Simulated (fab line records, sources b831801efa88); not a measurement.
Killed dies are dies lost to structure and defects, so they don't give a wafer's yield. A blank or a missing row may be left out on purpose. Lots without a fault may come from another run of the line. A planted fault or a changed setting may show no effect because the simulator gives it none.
Which tool did it? | flow gf180mcu | 13 lots, 39 wafers sampled, at 4 steps of a route of 602

WHAT THE GAUGES READ, wafer by wafer
GF_NWELL_OVL_MEAS_07. Usual: NWELL_OVL 0.2 nm, standard deviation 1.4.
lot  | measured    | on         | NWELL_OVL (nm) | flag
L367 | day 3 07:01 | overlay-02 | 1.9 1.5 1.6    |
L370 | day 4 00:04 | overlay-01 | 0.6 -1.9 0.4   |
L371 | day 4 06:22 | overlay-01 | -0.1 -0.1 0.3  |
L373 | day 4 15:04 | overlay-01 | -0.7 -0.2 -0.9 |
L376 | day 5 09:14 | overlay-01 | 0.7 0.4 2.1    |
L380 | day 6 08:31 | overlay-01 | -1.5 -1.8 -3.4 |
L381 | day 6 13:20 | overlay-01 | -1.1 2.0 1.9   |
L383 | day 7 01:04 | overlay-01 | 4.1 3.4 3.4    |
L385 | day 7 10:02 | overlay-01 | 0.0 1.7 1.3    |
L386 | day 7 15:36 | overlay-01 | -0.7 0.9 -0.3  |
L388 | day 8 01:43 | overlay-01 | 0.4 -0.1 -0.4  |
L389 | day 8 07:34 | overlay-02 | -0.5 -0.6 -1.7 |
L390 | day 8 14:37 | overlay-01 | 0.1 0.1 -0.7   |

GF_DUAL_GATE_OVL_MEAS_11. Usual: DUAL_GATE_OVL -0.7 nm, standard deviation 1.
lot  | measured     | on         | DUAL_GATE_OVL (nm) | flag
L367 | day 8 07:14  | overlay-02 | -1.4 -1.1 -1.6     |
L370 | day 9 05:55  | overlay-02 | -1.4 -1.0 -0.4     |
L371 | day 9 12:27  | overlay-01 | -1.0 -1.1 -0.2     |
L373 | day 10 00:01 | overlay-02 | -0.3 -0.4 0.7      |
L376 | day 10 22:37 | overlay-01 | -1.0 -0.4 -1.8     |
L380 | day 12 05:43 | overlay-02 | 0.7 -1.4 -1.3      |
L381 | day 12 11:24 | overlay-02 | 0.0 0.3 -1.2       |
L383 | day 13 03:43 | overlay-02 | -2.0 -2.2 -2.5     |
L385 | day 13 17:31 | overlay-02 | -2.3 -0.6 -2.0     |
L386 | day 13 21:45 | overlay-01 | -0.3 -0.6 0.1      |
L388 | day 14 08:10 | overlay-01 | -2.5 -1.8 -2.4     |
L389 | day 14 16:15 | overlay-02 | 0.5 0.9 0.6        |
L390 | day 15 04:27 | overlay-02 | 0.9 0.4 -0.7       |

WHICH TOOL RAN EACH LOT (tool, then ch and the chambers of the sampled wafers, then the start)
lot  | GF_VT_IMPLANT_EXPOSE_37             | GF_VT_IMPLANT_STRIP_42
L367 | iline_stepper-01 ch 0, day 7 04:32  | plasma_asher-03 ch 0,1, day 7 12:22
L370 | iline_stepper-01 ch 0, day 8 02:19  | plasma_asher-02 ch 0,1, day 8 10:10
L371 | iline_stepper-01 ch 0, day 8 08:46  | plasma_asher-02 ch 0,1, day 8 17:02
L373 | iline_stepper-01 ch 0, day 8 20:03  | plasma_asher-01 ch 0,1, day 9 04:32
L376 | iline_stepper-02 ch 0, day 9 16:55  | plasma_asher-01 ch 0,1, day 10 01:59
L380 | iline_stepper-02 ch 0, day 10 23:11 | plasma_asher-03 ch 0,1, day 11 08:12
L381 | iline_stepper-02 ch 0, day 11 05:08 | plasma_asher-02 ch 1, day 11 14:05
L383 | iline_stepper-01 ch 0, day 11 18:15 | plasma_asher-02 ch 0,1, day 12 04:13
L385 | iline_stepper-02 ch 0, day 12 05:32 | plasma_asher-02 ch 0,1, day 12 14:49
L386 | iline_stepper-02 ch 0, day 12 13:00 | plasma_asher-02 ch 0,1, day 12 22:11
L388 | iline_stepper-02 ch 0, day 12 23:12 | plasma_asher-01 ch 0,1, day 13 08:48
L389 | iline_stepper-02 ch 0, day 13 07:45 | plasma_asher-01 ch 0,1, day 13 17:59
L390 | iline_stepper-02 ch 0, day 13 17:11 | plasma_asher-03 ch 0,1, day 14 03:35
- GF_VT_IMPLANT_EXPOSE_37: exposes mask Nwell HV AREA, target cd 860 nm.
- GF_VT_IMPLANT_STRIP_42: strips in O2/N2.

WHAT THE TOOLS THEMSELVES READ (means of the sampled wafers that have a number; where no wafer has one, the mark that the record gives instead)
GF_VT_IMPLANT_EXPOSE_37. Usual: focus_offset_nm 0.0 nm, standard deviation 0.48.
lot  | tool             | focus_offset_nm (nm) | flag
L367 | iline_stepper-01 | 0.5                  |
L370 | iline_stepper-01 | 0.3                  |
L371 | iline_stepper-01 | 0.2                  |
L373 | iline_stepper-01 | -0.3                 |
L376 | iline_stepper-02 | -0.9                 |
L380 | iline_stepper-02 | -0.4                 |
L381 | iline_stepper-02 | -0.6                 |
L383 | iline_stepper-01 | 0.2                  |
L385 | iline_stepper-02 | 0.7                  |
L386 | iline_stepper-02 | 0.4                  |
L388 | iline_stepper-02 | 0.2                  |
L389 | iline_stepper-02 | -0.3                 |
L390 | iline_stepper-02 | -0.4                 |

GF_VT_IMPLANT_STRIP_42. Usual: drypump_motor_current_A 5.5 A, standard deviation 0.32; heater_power_w 325 W, standard deviation 27; oes_product_au 0.716 a.u., standard deviation 0.005; strip_time_to_endpoint_s 12.63 s, standard deviation 0.033.
lot  | tool            | drypump_motor_current_A (A) | heater_power_w (W) | oes_product_au (a.u.) | strip_time_to_endpoint_s (s) | flag
L367 | plasma_asher-03 | 5.8                         | 349                | 0.720                 | 12.67                        |
L370 | plasma_asher-02 | 5.3                         | 307                | 0.712                 | 12.62                        |
L371 | plasma_asher-02 | 5.3                         | 308                | 0.717                 | 12.63                        |
L373 | plasma_asher-01 | 5.8                         | 323                | 0.713                 | 12.61                        |
L376 | plasma_asher-01 | 5.8                         | 330                | 0.716                 | 12.64                        |
L380 | plasma_asher-03 | 5.8                         | 353                | 0.712                 | 12.66                        |
L381 | plasma_asher-02 | 5.1                         | 311                | 0.715                 | 12.63                        |
L383 | plasma_asher-02 | 5.3                         | 297                | 0.716                 | 12.60                        |
L385 | plasma_asher-02 | 5.3                         | 308                | 0.714                 | 12.64                        |
L386 | plasma_asher-02 | 5.3                         | 301                | 0.709                 | 12.60                        |
L388 | plasma_asher-01 | 5.8                         | 327                | 0.715                 | 12.60                        |
L389 | plasma_asher-01 | 5.8                         | 345                | 0.721                 | 12.61                        |
L390 | plasma_asher-03 | 5.8                         | 348                | 0.720                 | 12.61                        |

THE ANSWER, worked out from the rows above alone
Rule: a lot is off if the mean of its wafers that have a number lies more than 3 standard deviations from the usual mean. A lot without any number at a reading at which 4 lots or more have one is off too. The other lots that the step has rows for count as sound. The gauges are gone through in route order, then the tools' own readings, and for those a lot's mean is taken as printed above. The first step at which some lot is off is used, and at that step the reading that is off furthest; a lot without a number counts as furthest.
No lot is off at any reading shown: from this, nothing can be told.

WHAT THE SIMULATOR HAD PUT IN
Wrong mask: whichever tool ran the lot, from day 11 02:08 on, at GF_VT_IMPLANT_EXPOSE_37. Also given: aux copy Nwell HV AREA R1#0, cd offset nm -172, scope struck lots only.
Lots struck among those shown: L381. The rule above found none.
